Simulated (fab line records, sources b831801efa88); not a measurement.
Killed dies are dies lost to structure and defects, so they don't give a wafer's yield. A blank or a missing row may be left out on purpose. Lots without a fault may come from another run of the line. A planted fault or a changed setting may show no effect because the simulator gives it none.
fab line records | flow gf180mcu
record lots=5 wafers=15 last_day=34
route steps=602 shown DUAL_GATE@154 POLY_GATE@157 HV_LDD@176
lots that met no fault: from a run of the same line without faults
start_h: hours from the record's first day to the start of the lot's first wafer shown | wait_h: hours since the lot's step before | " the same as in the row above | L1.1+2: a row that stands for several wafers | - no value, or no start given | * or withheld: withheld | < > ~ a bound
route shown NAME@n: a module of which the file shows steps, and the number in the route of the first | usual: mean/standard deviation of fault-free wafers | same: alike in all rows | chamber/n: place in a boat | sites: the reading at each site | _std_site: their standard deviation | _edge_site: outer sites' mean less inner sites' | radius_mm: how far each site lies from the wafer's centre | mask NAME#n: copy n | behind: the tool/chamber that last shaped the wafer | hold: why the lot was held/for how many hours/how that ended | device: the transistor (n, p or np) that didn't switch | end of line: the same wafers' tests at the end of the route | a step without rows: its recipe alone | killed: dies lost to structure and defects at the first sort, not the wafer's yield | map: a wafer's dies, x killed, . not, _ none there
set.NAME: the setting as run; set.NAME@STEP: as run at that earlier step | model.NAME: the simulator's own value behind a step, which no gauge read
lots at some steps of the route; a table a step, a row a wafer
services: from which hour (start_h, from the record's first day; less than 0 if before it) a tool's chamber was out of use, for how many hours, and why
## steps
# step GF_DUAL_GATE_STRIP_13
# recipe chemistry=O2/N2 power_w=1400 pressure_mtorr=1500 platen_temp_c=250 o2_flow_sccm=3000 n2_flow_sccm=300 overash_fraction=0.5
# usual drypump_motor_current_A=5.8/0.46 heater_power_w=335/30 n2_flow_sccm=299.8/0.91 oes_product_au=0.716/0.0045 strip_time_to_endpoint_s=12.63/0.034
# columns lot.wafer tool chamber start_h wait_h drypump_motor_current_A heater_power_w n2_flow_sccm oes_product_au rf_hours_counter_h strip_time_to_endpoint_s
L076.3 plasma_asher-03 1 195.90 0.0 6.1 299 299.5 0.711 - 12.60
L076.4 " 0 " " 6.1 362 299.6 0.709 - 12.57
L076.6 " 0 " " 6.0 363 300.9 0.719 - 12.62
L083.3 plasma_asher-01 0 235.35 0.0 5.5 326 301.2 0.720 - 12.63
L083.4 " 1 " " 6.2 303 299.4 0.714 - 12.67
L083.5 " 1 " " 6.2 313 298.7 0.707 - 12.67
L089.1 plasma_asher-01 0 276.93 0.0 5.5 321 299.1 0.716 62 12.67
L089.3 " 0 " " 5.5 313 299.9 0.713 - 12.67
L089.6 " 1 " " 6.2 311 297.0 0.710 - 12.66
L091.4 plasma_asher-04 0 293.20 0.0 4.9 381 299.7 0.709 - 12.67
L091.5 " 1 " " 5.4 342 299.7 0.716 - 12.64
L091.6 " 0 " " 4.9 381 299.2 0.720 - 12.68
L095.2 plasma_asher-04 0 320.47 0.0 4.9 378 299.4 0.718 70 12.65
L095.4 " 0 " " 4.9 386 300.5 0.719 - 12.65
L095.6 " 1 " " 5.4 332 299.6 0.706 - 12.64
# step GF_DUAL_GATE_CLEAN_14
# recipe chemistry=SC1/SC2 mix=1:4:20 temp_c=70 time_s=150 dry=n2_spin
# usual temp_c=69.99/0.13
# columns lot.wafer tool chamber start_h wait_h temp_c
L076.3 wet_bench-03 3 195.97 0.0 69.86
L076.4 " 3 " " 69.97
L076.6 " 3 " " 69.96
L083.3 wet_bench-01 0 235.41 0.0 69.96
L083.4 " 0 " " 69.94
L083.5 " 0 " " 70.12
L089.1 wet_bench-01 3 277.03 0.1 70.07
L089.3 " 3 " " 69.79
L089.6 " 3 " " 69.67
L091.4 wet_bench-03 1 293.27 0.0 69.94
L091.5 " 1 " " 70.12
L091.6 " 1 " " 70.03
L095.2 wet_bench-03 3 320.57 0.1 69.83
L095.4 " 3 " " 69.97
L095.6 " 3 " " 69.61
# step GF_DUAL_GATE_OXIDATION_15
# recipe temp_c=850 ambient=O2 stabilise_s=600 purge_s=300 target_thk_a=70.98 ox_time_s=1995
# usual zone_power_upper_pct=16/3.3
# columns lot.wafer tool chamber start_h wait_h zone_power_upper_pct
L076.3 furnace-02 0 196.07 0.1 13
L076.4 " 0 " " 13
L076.6 " 0 " " 13
L083.3 furnace-01 0 236.27 0.8 20
L083.4 " 0 " " 20
L083.5 " 0 " " 20
L089.1 furnace-01 0 277.36 0.3 20
L089.3 " 0 " " 20
L089.6 " 0 " " 20
L091.4 furnace-02 0 293.32 0.0 14
L091.5 " 0 " " 13
L091.6 " 0 " " 13
L095.2 furnace-01 0 322.56 1.9 20
L095.4 " 0 " " 20
L095.6 " 0 " " 20
# step GF_POLY_GATE_CVD_00
# recipe material=poly-Si target_thk_nm=200 temp_c=620 time_s=1200 pressure_mtorr=200
# usual zone_power_upper_pct=8.9/1.2
# columns lot.wafer tool chamber start_h wait_h zone_power_upper_pct
L076.3 lpcvd-01 0 198.83 1.2 9.8
L076.4 " 0 " " 9.7
L076.6 " 0 " " 9.6
L083.3 lpcvd-02 0 237.82 0.0 7.8
L083.4 " 0 " " 7.8
L083.5 " 0 " " 7.7
L089.1 lpcvd-02 1 278.91 0.0 10.5
L089.3 " 1 " " 10.4
L089.6 " 1 " " 10.3
L091.4 lpcvd-02 1 294.87 0.0 10.4
L091.5 " 1 " " 10.3
L091.6 " 1 " " 10.5
L095.2 lpcvd-02 1 324.11 0.0 10.5
L095.4 " 1 " " 10.3
L095.6 " 1 " " 10.4
# step GF_POLY_GATE_THK_MEAS_01
# recipe reads=poly-Si_of_POLY_GATE_CVD_00
# usual POLY_GATE_CVD_00_THK=200.5/1.9
# columns lot.wafer tool chamber start_h wait_h POLY_GATE_CVD_00_THK[nm]
L076.3 film_metro-02 - 200.18 0.0 199.0
L076.4 " - " " 198.7
L076.6 " - " " 200.0
L083.3 film_metro-04 - 239.18 0.0 199.5
L083.4 " - " " 199.2
L083.5 " - " " 199.7
L089.1 film_metro-04 - 280.91 0.0 201.3
L089.3 " - " " 201.0
L089.6 " - " " 200.8
L091.4 film_metro-02 - 296.90 0.0 199.0
L091.5 " - " " 197.2
L091.6 " - " " 198.9
L095.2 film_metro-03 - 325.45 0.0 197.2
L095.4 " - " " 199.0
L095.6 " - " " 199.0
# step GF_POLY_GATE_DEHYDRATE_02
# recipe temp_c=200 time_s=60
# usual resist_line_temp_C=23.02/0.094
# columns lot.wafer tool chamber start_h wait_h resist_line_temp_C
L076.3 litho_track-01 0 208.25 8.1 22.92
L076.4 " 0 " " 22.99
L076.6 " 0 " " 22.88
L083.3 litho_track-02 0 248.20 9.0 23.05
L083.4 " 0 " " 23.05
L083.5 " 0 " " 23.07
L089.1 litho_track-01 0 290.00 9.1 22.92
L089.3 " 0 " " 22.96
L089.6 " 0 " " 22.92
L091.4 litho_track-02 0 306.32 9.4 22.98
L091.5 " 0 " " 23.08
L091.6 " 0 " " 22.99
L095.2 litho_track-01 0 334.87 9.4 23.15
L095.4 " 0 " " 23.10
L095.6 " 0 " " 23.02
# step GF_POLY_GATE_HMDS_03
# recipe prime_time_s=60 prime_temp_c=120
# usual resist_line_temp_C=22.98/0.11
# columns lot.wafer tool chamber start_h wait_h resist_line_temp_C
L076.3 litho_track-01 0 208.40 0.1 22.99
L076.4 " 0 " " 23.06
L076.6 " 0 " " 23.07
L083.3 litho_track-02 0 248.35 0.1 23.10
L083.4 " 0 " " 23.01
L083.5 " 0 " " 22.99
L089.1 litho_track-01 0 290.15 0.1 23.01
L089.3 " 0 " " 22.96
L089.6 " 0 " " 23.00
L091.4 litho_track-02 0 306.47 0.1 23.00
L091.5 " 0 " " 22.94
L091.6 " 0 " " 22.97
L095.2 litho_track-01 0 335.02 0.1 23.09
L095.4 " 0 " " 23.10
L095.6 " 0 " " 23.09
# step GF_POLY_GATE_COAT_04
# recipe resist=BARC temp_c=withheld time_s=withheld spin_rpm=withheld resist_thk_nm=withheld
# usual resist_line_temp_C=*
# columns lot.wafer tool chamber start_h wait_h resist_line_temp_C
L076.3 litho_track-01 0 208.55 0.1 *
L076.4 " 0 " " *
L076.6 " 0 " " *
L083.3 litho_track-02 0 248.50 0.1 *
L083.4 " 0 " " *
L083.5 " 0 " " *
L089.1 litho_track-01 0 290.30 0.1 *
L089.3 " 0 " " *
L089.6 " 0 " " *
L091.4 litho_track-02 0 306.62 0.1 *
L091.5 " 0 " " *
L091.6 " 0 " " *
L095.2 litho_track-01 0 335.17 0.1 *
L095.4 " 0 " " *
L095.6 " 0 " " *
# step GF_POLY_GATE_COAT_05
# recipe resist=KrF spin_rpm=withheld resist_thk_nm=700
# usual resist_line_temp_C=23.00/0.095
# columns lot.wafer tool chamber start_h wait_h resist_line_temp_C
L076.3 litho_track-01 0 - - 23.02
L076.4 " 0 " " 23.11
L076.6 " 0 " " 22.99
L083.3 litho_track-02 0 - - 22.99
L083.4 " 0 " " 23.10
L083.5 " 0 " " 23.09
L089.1 litho_track-01 0 - - 23.00
L089.3 " 0 " " 22.98
L089.6 " 0 " " 23.18
L091.4 litho_track-02 0 - - 22.92
L091.5 " 0 " " 22.93
L091.6 " 0 " " 22.87
L095.2 litho_track-01 0 - - 22.91
L095.4 " 0 " " 22.90
L095.6 " 0 " " 23.02
# step GF_POLY_GATE_SOFTBAKE_06
# recipe temp_c=130 time_s=60 resist=KrF
# usual resist_line_temp_C=22.98/0.1
# columns lot.wafer tool chamber start_h wait_h resist_line_temp_C
L076.3 litho_track-01 0 - - 23.11
L076.4 " 0 " " 23.00
L076.6 " 0 " " 23.17
L083.3 litho_track-02 0 - - 22.97
L083.4 " 0 " " 22.95
L083.5 " 0 " " 22.90
L089.1 litho_track-01 0 - - 22.99
L089.3 " 0 " " 23.10
L089.6 " 0 " " 23.02
L091.4 litho_track-02 0 - - 23.06
L091.5 " 0 " " 22.98
L091.6 " 0 " " 22.84
L095.2 litho_track-01 0 - - 22.90
L095.4 " 0 " " 23.12
L095.6 " 0 " " 23.12
# step GF_POLY_GATE_EXPOSE_07
# recipe mask_id=Poly2 target_cd_nm=280 na=0.68 source_shape=conventional sigma_outer=0.6 dose_mj=28
# usual reticle_temp_C=23.03/0.093
# columns lot.wafer tool chamber start_h wait_h mask reticle_temp_C
L076.3 krf_scanner-01 0 - - Poly2#0 23.11
L076.4 " 0 " " Poly2#0 23.10
L076.6 " 0 " " Poly2#0 23.09
L083.3 krf_scanner-02 0 - - Poly2#0 23.20
L083.4 " 0 " " Poly2#0 23.17
L083.5 " 0 " " Poly2#0 23.08
L089.1 krf_scanner-01 0 - - Poly2#0 23.09
L089.3 " 0 " " Poly2#0 23.04
L089.6 " 0 " " Poly2#0 23.19
L091.4 krf_scanner-02 0 - - Poly2#0 22.95
L091.5 " 0 " " Poly2#0 22.95
L091.6 " 0 " " Poly2#0 22.97
L095.2 krf_scanner-02 0 - - Poly2#0 23.07
L095.4 " 0 " " Poly2#0 22.91
L095.6 " 0 " " Poly2#0 23.02
# step GF_POLY_GATE_PEB_08
# recipe peb_temp_c=135 peb_time_s=90 resist=KrF
# usual resist_line_temp_C=23.02/0.1
# columns lot.wafer tool chamber start_h wait_h resist_line_temp_C
L076.3 litho_track-02 0 - - 22.98
L076.4 " 0 " " 23.05
L076.6 " 0 " " 23.05
L083.3 litho_track-03 0 - - 23.03
L083.4 " 0 " " 22.99
L083.5 " 0 " " 22.87
L089.1 litho_track-02 0 - - 22.90
L089.3 " 0 " " 22.96
L089.6 " 0 " " 22.95
L091.4 litho_track-01 0 - - 23.06
L091.5 " 0 " " 23.13
L091.6 " 0 " " 23.09
L095.2 litho_track-01 0 - - 22.99
L095.4 " 0 " " 23.11
L095.6 " 0 " " 23.03
# step GF_POLY_GATE_DEVELOP_09
# recipe develop_time_s=60 resist=KrF dev_temp_c=21
# usual resist_line_temp_C=22.99/0.11
# columns lot.wafer tool chamber start_h wait_h resist_line_temp_C
L076.3 litho_track-02 0 217.15 0.1 22.92
L076.4 " 0 " " 22.81
L076.6 " 0 " " 22.91
L083.3 litho_track-03 0 257.77 0.1 23.04
L083.4 " 0 " " 23.07
L083.5 " 0 " " 23.04
L089.1 litho_track-02 0 300.39 0.2 23.03
L089.3 " 0 " " 23.13
L089.6 " 0 " " 22.94
L091.4 litho_track-01 0 317.53 0.1 23.09
L091.5 " 0 " " 23.06
L091.6 " 0 " " 23.06
L095.2 litho_track-01 0 346.17 0.2 22.74
L095.4 " 0 " " 22.95
L095.6 " 0 " " 22.94
# step GF_POLY_GATE_CD_MEAS_10
# recipe target_cd_nm=280
# usual cd_nm=279.3/1
# columns lot.wafer tool chamber start_h wait_h cd_nm
L076.3 cd_sem-01 - 217.29 0.1 277.2
L076.4 " - " " 278.6
L076.6 " - " " 278.4
L083.3 cd_sem-02 - 257.91 0.1 280.9
L083.4 " - " " 279.3
L083.5 " - " " 279.8
L089.1 cd_sem-02 - 300.54 0.1 279.8
L089.3 " - " " 279.5
L089.6 " - " " 279.4
L091.4 cd_sem-01 - 317.66 0.1 280.3
L091.5 " - " " 280.5
L091.6 " - " " 279.7
L095.2 cd_sem-01 - 346.32 0.1 278.6
L095.4 " - " " 279.4
L095.6 " - " " 279.0
# step GF_POLY_GATE_OVL_MEAS_11
# usual POLY_GATE_OVL=-4/4.9
# columns lot.wafer tool chamber start_h wait_h POLY_GATE_OVL[nm]
L076.3 overlay-02 - 217.38 0.1 -13
L076.4 " - " " -7
L076.6 " - " " -14
L083.3 overlay-02 - 258.00 0.1 -8
L083.4 " - " " -12
L083.5 " - " " -1
L089.1 overlay-01 - 300.66 0.1 -7
L089.3 " - " " -6
L089.6 " - " " -13
L091.4 overlay-02 - 317.74 0.1 -7
L091.5 " - " " -3
L091.6 " - " " -6
L095.2 overlay-02 - 346.43 0.1 -8
L095.4 " - " " -3
L095.6 " - " " 0
# step GF_POLY_GATE_ETCH_12
# recipe chemistry=N2/H2 target_depth_a=withheld overetch_a=withheld time_s=withheld target=BARC ion_energy_ev=200 source_w=500 bias_w=100 pressure_mtorr=30 n2_flow_sccm=100 h2_flow_sccm=200
# usual drypump_motor_current_A=5.9/0.35 n2_flow_sccm=100.00/0.29 oes_product_au=0.735/0.0047 throttle_valve_pct=13.215/0.0087
# columns lot.wafer tool chamber start_h wait_h drypump_motor_current_A n2_flow_sccm oes_product_au throttle_valve_pct
L076.3 rie_diel-03 3 217.40 0.0 6.4 100.07 0.729 13.215
L076.4 " 1 " " 5.6 99.41 0.725 13.218
L076.6 " 0 " " 6.2 100.18 0.726 13.224
L083.3 rie_diel-02 3 258.02 0.0 5.5 99.90 0.732 13.217
L083.4 " 2 " " 5.8 99.49 0.739 13.229
L083.5 " 1 " " 6.1 100.29 0.729 13.207
L089.1 rie_diel-03 3 300.70 0.0 6.5 99.86 0.727 13.224
L089.3 " 0 " " 6.2 99.68 0.739 13.210
L089.6 " 1 " " 5.6 100.22 0.733 13.212
L091.4 rie_diel-03 0 317.76 0.0 6.2 100.06 0.733 13.193
L091.5 " 3 " " 6.5 99.84 0.740 13.213
L091.6 " 0 " " 6.2 99.74 0.737 13.214
L095.2 rie_diel-04 3 346.46 0.0 6.3 100.09 0.733 13.214
L095.4 " 2 " " 6.5 100.32 0.742 13.217
L095.6 " 0 " " 6.0 100.08 0.731 13.205
# step GF_POLY_GATE_ETCH_13
# recipe target=poly-Si target_depth_nm=198.5 stop_on=SiO2 over_etch_frac=0.403 chemistry=HBr/Cl2 icp_w=400 bias_w=100 pressure_mtorr=10 HBr_flow_sccm=150 Cl2_flow_sccm=50 time_s=69.6
# usual drypump_motor_current_A=5.6/0.43 oes_product_au=0.992/0.0082 throttle_valve_pct=33.685/0.0084
# columns lot.wafer tool chamber start_h wait_h drypump_motor_current_A oes_product_au rf_hours_counter_h throttle_valve_pct
L076.3 rie_si-01 1 217.45 - 5.1 0.982 86 33.698
L076.4 " 0 " " 5.3 0.991 1 33.693
L076.6 " 2 " " 5.6 0.984 - 33.678
L083.3 rie_si-02 3 258.07 - 6.2 0.993 27 33.681
L083.4 " 1 " " 5.4 1.001 108 33.696
L083.5 " 2 " " 5.5 0.993 - 33.683
L089.1 rie_si-02 2 300.75 - 5.4 0.995 2 33.681
L089.3 " 1 " " 5.4 0.978 0 33.686
L089.6 " 0 " " 6.5 1.000 - 33.657
L091.4 rie_si-01 0 317.81 - 5.3 0.994 2 33.684
L091.5 " 0 " " 5.3 0.990 - 33.691
L091.6 " 3 " " 6.0 0.990 - 33.686
L095.2 rie_si-01 0 346.51 - 5.3 0.987 2 33.686
L095.4 " 1 " " 5.1 0.991 87 33.678
L095.6 " 0 " " 5.3 0.986 - 33.681
# step GF_POLY_GATE_STRIP_14
# recipe chemistry=O2/N2 power_w=1400 pressure_mtorr=1500 platen_temp_c=250 o2_flow_sccm=3000 n2_flow_sccm=300 overash_fraction=0.5
# usual drypump_motor_current_A=5.8/0.41 heater_power_w=317/27 n2_flow_sccm=299.7/0.86 oes_product_au=0.505/0.0048
# columns lot.wafer tool chamber start_h wait_h drypump_motor_current_A heater_power_w n2_flow_sccm oes_product_au rf_hours_counter_h
L076.3 plasma_asher-03 1 217.54 0.1 6.2 305 299.9 0.497 -
L076.4 " 0 " " 6.1 364 301.2 0.498 -
L076.6 " 0 " " 6.0 360 300.2 0.508 -
L083.3 plasma_asher-03 1 258.16 0.1 6.1 296 300.1 0.507 -
L083.4 " 0 " " 6.1 364 300.1 0.503 -
L083.5 " 1 " " 6.1 304 299.4 0.503 -
L089.1 plasma_asher-01 0 300.81 0.0 5.5 318 300.5 0.502 65
L089.3 " 1 " " 6.2 318 298.6 0.510 -
L089.6 " 0 " " 5.5 320 298.4 0.506 -
L091.4 plasma_asher-02 0 317.90 0.1 4.9 312 298.7 0.506 -
L091.5 " 1 " " 5.7 260 299.1 0.510 -
L091.6 " 0 " " 4.9 313 299.5 0.506 -
L095.2 plasma_asher-01 0 346.56 0.0 5.5 322 299.6 0.505 69
L095.4 " 0 " " 5.5 314 299.7 0.506 -
L095.6 " 0 " " 5.5 325 300.6 0.507 -
# step GF_POLY_GATE_CLEAN_15
# recipe chemistry=SC1/SC2 mix=1:4:20 temp_c=70 time_s=150 dry=n2_spin
# usual temp_c=69.98/0.11
# columns lot.wafer tool chamber start_h wait_h temp_c
L076.3 wet_bench-01 1 217.61 0.0 70.20
L076.4 " 1 " " 70.00
L076.6 " 1 " " 69.97
L083.3 wet_bench-03 3 258.23 0.0 69.69
L083.4 " 3 " " 69.68
L083.5 " 3 " " 69.83
L089.1 wet_bench-03 3 300.91 0.1 69.87
L089.3 " 3 " " 69.91
L089.6 " 3 " " 69.98
L091.4 wet_bench-03 2 317.96 0.0 69.91
L091.5 " 2 " " 69.87
L091.6 " 2 " " 69.95
L095.2 wet_bench-01 0 346.66 0.1 69.87
L095.4 " 0 " " 70.00
L095.6 " 0 " " 69.83
# step GF_POLY_GATE_OXIDATION_16
# recipe temp_c=850 ambient=O2 stabilise_s=600 purge_s=300 target_thk_a=40 ox_time_s=899
# usual zone_power_upper_pct=16/3.3
# columns lot.wafer tool chamber start_h wait_h zone_power_upper_pct
L076.3 furnace-01 0 217.66 0.0 20
L076.4 " 0 " " 20
L076.6 " 0 " " 20
L083.3 furnace-02 0 258.72 0.4 13
L083.4 " 0 " " 13
L083.5 " 0 " " 13
L089.1 furnace-02 0 301.77 0.8 13
L089.3 " 0 " " 14
L089.6 " 0 " " 13
L091.4 furnace-02 0 318.60 0.6 13
L091.5 " 0 " " 13
L091.6 " 0 " " 13
L095.2 furnace-01 0 351.07 4.4 20
L095.4 " 0 " " 20
L095.6 " 0 " " 20
# step GF_POLY_GATE_THK_MEAS_17
# recipe reads=SiO2_of_POLY_GATE_OXIDATION_16
# usual POLY_GATE_OXIDATION_THK=4.00/0.09
# columns lot.wafer tool chamber start_h wait_h POLY_GATE_OXIDATION_THK[nm]
L076.3 film_metro-04 - 218.93 0.0 4.06
L076.4 " - " " 4.04
L076.6 " - " " 3.95
L083.3 film_metro-04 - 259.99 0.0 3.81
L083.4 " - " " 3.97
L083.5 " - " " 3.87
L089.1 film_metro-04 - 303.02 0.0 4.03
L089.3 " - " " 4.09
L089.6 " - " " 4.03
L091.4 film_metro-02 - 319.88 0.0 4.09
L091.5 " - " " 4.11
L091.6 " - " " 4.12
L095.2 film_metro-03 - 352.33 0.0 3.95
L095.4 " - " " 4.00
L095.6 " - " " 3.94
# step GF_POLY_GATE_CD_MEAS_18
# usual cd_nm=278.9/1.7
# columns lot.wafer tool chamber start_h wait_h cd_nm
L076.3 cd_sem-01 - 219.02 0.1 277.9
L076.4 " - " " 278.7
L076.6 " - " " 278.7
L083.3 cd_sem-02 - 260.08 0.1 278.0
L083.4 " - " " 279.7
L083.5 " - " " 277.8
L089.1 cd_sem-01 - 303.08 0.1 277.1
L089.3 " - " " 279.4
L089.6 " - " " 278.3
L091.4 cd_sem-02 - 320.00 0.1 280.5
L091.5 " - " " 281.0
L091.6 " - " " 280.0
L095.2 cd_sem-02 - 352.41 0.1 278.3
L095.4 " - " " 280.8
L095.6 " - " " 277.9
# step GF_HV_LDD_DEHYDRATE_00
# recipe temp_c=200 time_s=60
# usual resist_line_temp_C=23.01/0.1
# columns lot.wafer tool chamber start_h wait_h resist_line_temp_C
L076.3 litho_track-02 0 228.00 8.9 22.93
L076.4 " 0 " " 23.17
L076.6 " 0 " " 23.09
L083.3 litho_track-02 0 269.35 9.2 23.05
L083.4 " 0 " " 23.23
L083.5 " 0 " " 23.04
L089.1 litho_track-02 0 312.84 9.7 23.10
L089.3 " 0 " " 22.92
L089.6 " 0 " " 23.04
L091.4 litho_track-02 0 329.62 9.6 23.01
L091.5 " 0 " " 23.16
L091.6 " 0 " " 23.06
L095.2 litho_track-02 0 362.52 10.1 22.99
L095.4 " 0 " " 23.09
L095.6 " 0 " " 22.92
# step GF_HV_LDD_HMDS_01
# recipe prime_time_s=60 prime_temp_c=120
# usual resist_line_temp_C=23.02/0.11
# columns lot.wafer tool chamber start_h wait_h resist_line_temp_C
L076.3 litho_track-02 0 228.15 0.1 22.96
L076.4 " 0 " " 23.07
L076.6 " 0 " " 23.11
L083.3 litho_track-02 0 269.50 0.1 22.89
L083.4 " 0 " " 22.99
L083.5 " 0 " " 22.98
L089.1 litho_track-02 0 312.99 0.1 22.87
L089.3 " 0 " " 22.92
L089.6 " 0 " " 22.86
L091.4 litho_track-02 0 329.77 0.1 23.07
L091.5 " 0 " " 23.22
L091.6 " 0 " " 23.13
L095.2 litho_track-02 0 362.67 0.1 23.24
L095.4 " 0 " " 23.17
L095.6 " 0 " " 23.25
# step GF_HV_LDD_COAT_02
# recipe resist=NOVOLAK spin_rpm=3000 resist_thk_nm=1000
# usual resist_line_temp_C=22.98/0.095
# columns lot.wafer tool chamber start_h wait_h resist_line_temp_C
L076.3 litho_track-02 0 228.30 0.1 23.18
L076.4 " 0 " " 23.09
L076.6 " 0 " " 22.93
L083.3 litho_track-02 0 269.65 0.1 22.98
L083.4 " 0 " " 22.91
L083.5 " 0 " " 23.04
L089.1 litho_track-02 0 313.14 0.1 23.19
L089.3 " 0 " " 23.07
L089.6 " 0 " " 23.13
L091.4 litho_track-02 0 329.92 0.1 22.97
L091.5 " 0 " " 22.89
L091.6 " 0 " " 22.90
L095.2 litho_track-02 0 362.82 0.1 22.92
L095.4 " 0 " " 23.03
L095.6 " 0 " " 22.97
# step GF_HV_LDD_SOFTBAKE_03
# recipe temp_c=90 time_s=60 resist=NOVOLAK
# usual resist_line_temp_C=22.98/0.1
# columns lot.wafer tool chamber start_h wait_h resist_line_temp_C
L076.3 litho_track-02 0 228.45 0.1 23.21
L076.4 " 0 " " 22.98
L076.6 " 0 " " 23.03
L083.3 litho_track-02 0 269.80 0.1 23.02
L083.4 " 0 " " 23.25
L083.5 " 0 " " 22.98
L089.1 litho_track-02 0 313.29 0.1 23.10
L089.3 " 0 " " 23.29
L089.6 " 0 " " 23.16
L091.4 litho_track-02 0 330.07 0.1 22.93
L091.5 " 0 " " 23.04
L091.6 " 0 " " 22.92
L095.2 litho_track-02 0 362.97 0.1 22.95
L095.4 " 0 " " 22.90
L095.6 " 0 " " 22.90
# step GF_HV_LDD_EXPOSE_04
# recipe mask_id=Nplus_LV_AREA target_cd_nm=400 na=0.6 source_shape=conventional sigma_outer=0.6 dose_mj=140
# usual reticle_temp_C=22.98/0.1
# columns lot.wafer tool chamber start_h wait_h mask reticle_temp_C
L076.3 iline_stepper-01 0 - - Nplus_LV_AREA#0 22.87
L076.4 " 0 " " Nplus_LV_AREA#0 22.96
L076.6 " 0 " " Nplus_LV_AREA#0 22.78
L083.3 iline_stepper-02 0 - - Nplus_LV_AREA#0 22.78
L083.4 " 0 " " Nplus_LV_AREA#0 22.99
L083.5 " 0 " " Nplus_LV_AREA#0 22.91
L089.1 iline_stepper-02 0 - - Nplus_LV_AREA#0 22.83
L089.3 " 0 " " Nplus_LV_AREA#0 22.95
L089.6 " 0 " " Nplus_LV_AREA#0 22.84
L091.4 iline_stepper-01 0 - - Nplus_LV_AREA#0 22.97
L091.5 " 0 " " Nplus_LV_AREA#0 23.10
L091.6 " 0 " " Nplus_LV_AREA#0 22.94
L095.2 iline_stepper-01 0 - - Nplus_LV_AREA#0 23.01
L095.4 " 0 " " Nplus_LV_AREA#0 22.91
L095.6 " 0 " " Nplus_LV_AREA#0 23.09
# step GF_HV_LDD_PEB_05
# recipe temp_c=withheld time_s=* resist=NOVOLAK
# usual resist_line_temp_C=*
# columns lot.wafer tool chamber start_h wait_h resist_line_temp_C
L076.3 litho_track-02 0 - - *
L076.4 " 0 " " *
L076.6 " 0 " " *
L083.3 litho_track-02 0 - - *
L083.4 " 0 " " *
L083.5 " 0 " " *
L089.1 litho_track-01 0 - - *
L089.3 " 0 " " *
L089.6 " 0 " " *
L091.4 litho_track-02 0 - - *
L091.5 " 0 " " *
L091.6 " 0 " " *
L095.2 litho_track-02 0 - - *
L095.4 " 0 " " *
L095.6 " 0 " " *
# step GF_HV_LDD_DEVELOP_06
# recipe develop_time_s=60 dev_temp_c=23
# usual resist_line_temp_C=23.01/0.096
# columns lot.wafer tool chamber start_h wait_h resist_line_temp_C
L076.3 litho_track-02 0 236.85 0.1 22.91
L076.4 " 0 " " 22.92
L076.6 " 0 " " 22.94
L083.3 litho_track-02 0 279.15 0.1 23.05
L083.4 " 0 " " 23.06
L083.5 " 0 " " 22.99
L089.1 litho_track-01 0 323.40 0.1 23.07
L089.3 " 0 " " 23.07
L089.6 " 0 " " 22.95
L091.4 litho_track-02 0 340.87 0.1 22.91
L091.5 " 0 " " 23.00
L091.6 " 0 " " 22.97
L095.2 litho_track-02 0 373.42 0.1 23.06
L095.4 " 0 " " 23.07
L095.6 " 0 " " 22.88
# step GF_HV_LDD_CD_MEAS_07
# recipe target_cd_nm=400
# usual cd_nm=399.6/2
# columns lot.wafer tool chamber start_h wait_h cd_nm
L076.3 cd_sem-01 - 236.99 0.1 397.9
L076.4 " - " " 396.3
L076.6 " - " " 399.9
L083.3 cd_sem-02 - 279.29 0.1 396.9
L083.4 " - " " 398.5
L083.5 " - " " 396.3
L089.1 cd_sem-02 - 323.55 0.1 400.8
L089.3 " - " " 398.0
L089.6 " - " " 397.5
L091.4 cd_sem-02 - 341.00 0.1 397.8
L091.5 " - " " 397.5
L091.6 " - " " 398.5
L095.2 cd_sem-02 - 373.56 0.1 395.5
L095.4 " - " " 393.6
L095.6 " - " " 395.3
# step GF_HV_LDD_OVL_MEAS_08
# usual HV_LDD_OVL=-0.9/1.2
# columns lot.wafer tool chamber start_h wait_h HV_LDD_OVL[nm]
L076.3 overlay-01 - 237.08 0.1 0.1
L076.4 " - " " -1.2
L076.6 " - " " 0.6
L083.3 overlay-01 - 279.38 0.1 0.7
L083.4 " - " " -0.9
L083.5 " - " " -1.0
L089.1 overlay-02 - 323.67 0.1 -2.4
L089.3 " - " " -1.5
L089.6 " - " " -2.1
L091.4 overlay-01 - 341.08 0.1 -0.5
L091.5 " - " " -2.2
L091.6 " - " " -2.2
L095.2 overlay-01 - 373.67 0.1 1.2
L095.4 " - " " 1.1
L095.6 " - " " 0.5
# step GF_HV_LDD_IMPLANT_09
# recipe species=As energy_kev=40 dose_cm2=1e+14 tilt_deg=7
# usual end_station_pressure_torr=5.47e-06/2.9e-07
# columns lot.wafer tool chamber start_h wait_h end_station_pressure_torr
L076.3 implanter-02 0 237.15 0.1 5.42e-06
L076.4 " 0 " " 5.64e-06
L076.6 " 0 " " 5.39e-06
L083.3 implanter-03 0 279.45 0.1 5.35e-06
L083.4 " 0 " " 5.35e-06
L083.5 " 0 " " 6.05e-06
L089.1 implanter-03 0 323.71 0.0 5.18e-06
L089.3 " 0 " " 5.18e-06
L089.6 " 0 " " 5.61e-06
L091.4 implanter-01 0 341.18 0.1 4.99e-06
L091.5 " 0 " " 5.63e-06
L091.6 " 0 " " 5.46e-06
L095.2 implanter-01 0 373.72 0.0 4.94e-06
L095.4 " 0 " " 5.47e-06
L095.6 " 0 " " 6.08e-06
## services
# columns tool chamber start_h hours kind
iline_stepper-01 - 190.24 4.4 pm
krf_scanner-02 - 194.66 1.0 pm
iline_stepper-01 - 218.91 1.7 pm
rie_si-01 2 249.16 8.0 repair
krf_scanner-02 - 251.92 0.3 repair
lpcvd-02 - 276.75 1.4 repair
iline_stepper-01 - 278.71 4.3 pm
krf_scanner-02 - 290.35 3.6 pm
plasma_asher-03 - 292.88 8.5 repair
furnace-01 - 305.71 3.1 pm
iline_stepper-01 - 311.68 0.6 repair
krf_scanner-02 - 312.61 0.8 pm
furnace-02 - 313.93 3.3 pm
furnace-02 - 319.85 3.6 pm
krf_scanner-02 - 324.43 4.0 pm
krf_scanner-02 - 328.45 1.3 pm
iline_stepper-01 - 335.46 8.9 pm
furnace-02 - 336.73 17.3 repair
iline_stepper-01 - 343.75 17.2 repair
furnace-02 - 349.68 12.7 repair
rie_si-01 3 350.12 2.9 repair
plasma_asher-03 - 350.86 2.8 pm
plasma_asher-01 - 366.53 0.6 repair
lpcvd-02 - 368.80 2.8 pm
## key
fault none
